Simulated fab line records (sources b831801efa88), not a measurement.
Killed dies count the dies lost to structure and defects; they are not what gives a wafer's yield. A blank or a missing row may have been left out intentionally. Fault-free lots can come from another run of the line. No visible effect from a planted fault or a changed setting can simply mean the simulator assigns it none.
One fault seen from 2 desks -- flow sky130 -- each desk has only its own numbers; what lay behind them comes last

THE TOOL OWNER'S DESK: cmp-02
The tool's own readings at SKY_VIA3_CMP_24 (polishes, stops on SiO2, t overpolish 20 s, target thk 0 nm): means of the sampled wafers that have a number, for each lot that ran on this tool. Any lot whose mean is over 4 standard deviations away from the usual mean is out of limits and marked OUT; that distance is given in the brackets.
Columns: A = motor current A at SKY_VIA3_CMP_24, usual 10.7 A; B = overpolish run s at SKY_VIA3_CMP_24, usual 20.000 s; C = platen rpm at SKY_VIA3_CMP_24, usual 60.00 rpm; D = time to endpoint s at SKY_VIA3_CMP_24, usual 94 s
lot,first seen here,A,B,C,D
L443,day 40 06:50,10.4,19.998,60.04,93
L444,day 40 16:39,10.5,20.001,60.04,93
L447,day 41 16:53,10.4,19.999,60.00,95
L448,day 41 23:15,10.7,20.000,60.01,90
L449,day 42 04:10,10.9,20.006,60.02,91
L454,day 43 16:14,10.4,20.002,61.99 (+45) OUT,92
L463,day 46 01:41,10.4,19.996,60.01,93
L464,day 46 03:30,11.2,19.993,59.98,92
This desk's verdict: out of limits on L454, starting with L454 at day 43 16:14 (platen rpm at SKY_VIA3_CMP_24). Within limits: L443, L444, L447, L448, L449, L463, L464.

AT THE METROLOGY DESK
What the gauges read, lot by lot, whatever tool the lot ran on: means of the sampled wafers that have a number. Any lot whose mean is over 4 standard deviations away from the usual mean is out of limits and marked OUT; that distance is given in the brackets.
Columns: A = cd nm at SKY_VIA3_CD_MEAS_12, usual 200.0 nm
lot,first seen here,A
L441,day 39 10:15,200.8
L443,day 40 05:37,198.5
L444,day 40 15:25,201.5
L445,day 40 15:29,198.6
L447,day 41 15:34,199.9
L448,day 41 22:01,199.3
L449,day 42 02:50,199.9
L454,day 43 14:55,200.1
L456,day 44 00:56,199.2
L461,day 45 18:22,198.9
L463,day 45 23:57,201.3
L464,day 46 02:19,199.7
Finding of this desk: none of the 12 lots has anything out of limits.

BROUGHT TOGETHER
At day 43 16:14, on L454, the tool owner's desk was in a position to raise an alarm.
From the metrology desk's view, nothing was out of limits.
The metrology desk has L454 on record, within its limits.
On cmp-02, each named lot ran SKY_VIA3_CMP_24.

WHAT THE SIMULATOR HAD PUT IN
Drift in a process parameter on cmp-02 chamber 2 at SKY_VIA3_CMP_24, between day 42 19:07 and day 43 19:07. Setting platen rpm shifted by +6 from 60. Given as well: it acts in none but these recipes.
Shown lots that were struck: L454.
Hours from the fault's start to each desk's first reading out of limits: the tool owner's desk, 21.
